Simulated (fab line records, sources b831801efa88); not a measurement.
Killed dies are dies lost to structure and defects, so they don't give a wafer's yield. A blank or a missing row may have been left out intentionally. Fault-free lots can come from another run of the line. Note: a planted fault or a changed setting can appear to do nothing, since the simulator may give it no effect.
Struck lot and sound lot, side by side -- flow sky130 -- 18 steps out of a route of 708
Sound: wafers L892.1, L892.4, L892.6. Wafers L891.2, L891.3, L891.6 were the ones struck. The cause is named last.
For every step that has rows: the tool of each side, followed by ch and its chambers, followed by its first start. Under that, the readings that differ: sound wafers -- struck wafers -- difference of the means -- sigmas: that difference in standard deviations of wafers without a fault.
alike: readings whose means differ by less than 2 such deviations, and words and numbers that are the same on both sides. not compared: withheld readings, readings that some wafer has no value for, bounds like >300 that may hide the same value, and numbers for which the record gives no deviation and whose values overlap.
Wherever a step has rows on one side only, a row that says differs or no value, or a row with sigmas, the two part there. Numbers that have no deviation but don't overlap get no sigmas and don't part them. A reading missing from all wafers of one side parts the sides only when that side holds two or more wafers.

first, 3 steps without rows for these wafers: SKY_VT_ADJUST_HVTR_EXPOSE_04 (exposes mask HVTRM, target cd 380 nm); SKY_VT_ADJUST_HVTR_PEB_05; SKY_VT_ADJUST_HVTR_DEVELOP_06 (develop time 60 s).
SKY_VT_ADJUST_HVTR_CD_MEAS_07: target cd 380 nm.
  struck on cd-sem-02, day 14 03:36; sound on cd-sem-02, day 14 17:32
  alike: cd-nm
SKY_VT_ADJUST_HVTR_OVL_MEAS_08:
  struck on overlay-01, day 14 03:43; sound on overlay-01, day 14 17:39
  alike: VT_ADJUST_HVTR_OVL
next, for these wafers, 1 step has no rows: SKY_VT_ADJUST_HVTR_IMPLANT_09.
SKY_VT_ADJUST_HVTR_STRIP_10: strips in O2/N2.
  sound on plasma-asher-02 ch 0,1, day 14 17:50; struck on plasma-asher-03 ch 0,1, day 14 03:53
  alike: drypump-motor-current-A, oes-product-au, strip-time-to-endpoint-s
  not compared: rf-hours-counter-h
SKY_VT_ADJUST_HVTR_TW_MEAS_11:
  struck on film-metro-01, day 14 04:00; sound on film-metro-02, day 14 17:56
  alike: VT_ADJUST_HVTR_TW
then, 4 steps without rows for these wafers: SKY_VT_ADJUST_PCH_DEHYDRATE_00 (time 60 s); SKY_VT_ADJUST_PCH_HMDS_01 (prime time 60 s); SKY_VT_ADJUST_PCH_COAT_02 (resist thk 3000 nm); SKY_VT_ADJUST_PCH_SOFTBAKE_03.
SKY_VT_ADJUST_PCH_EXPOSE_04: exposes mask NWM, target cd 840 nm.
  sound on iline-stepper-02 ch 0, day 15 06:42; struck on iline-stepper-01 ch 0, day 14 16:38
reading,sound,struck,difference,sigmas
model.VT_ADJUST_PCH.overlay-x-nm (nm),-0.5267 -0.5267 -0.5267,71.95 71.95 71.95,+72.48,
  alike: mask, exposure-dose-mJ-cm2, focus-offset-nm
then, 2 steps without rows for these wafers: SKY_VT_ADJUST_PCH_PEB_05; SKY_VT_ADJUST_PCH_DEVELOP_06 (develop time 60 s).
SKY_VT_ADJUST_PCH_OVL_MEAS_07:
  struck on overlay-01, day 15 05:11; sound on overlay-02, day 15 19:53
reading,sound,struck,difference,sigmas
VT_ADJUST_PCH_OVL (nm),-0.3 -1.1 -0.9,72.7 72.1 70.6,+72.6,+56
next, for these wafers, 1 step has no rows: SKY_VT_ADJUST_PCH_IMPLANT_08.
-- the record jumps here: 34 days lie between the struck wafers' starts before and after (it left off in module VT_ADJUST_PCH and takes up again in module PAD_OPEN, whose first step shown is number 708 of the route) --
SKY_PAD_OPEN_PROBE_99:
  struck on prober-01, day 49 08:39; sound on prober-02, day 50 01:31
  alike: killed_at_M0_to_M3, killed_at_M4_up, killed-at-contacts, killed-at-front-end, killed-at-other, killed-dies, killed-open, killed-short

== WHERE THEY PART ==
Within this record, at SKY_VT_ADJUST_PCH_OVL_MEAS_07 only. Later steps at which nothing parts them and some readings are alike: SKY_PAD_OPEN_PROBE_99.

WHY: what had been put in by the simulator
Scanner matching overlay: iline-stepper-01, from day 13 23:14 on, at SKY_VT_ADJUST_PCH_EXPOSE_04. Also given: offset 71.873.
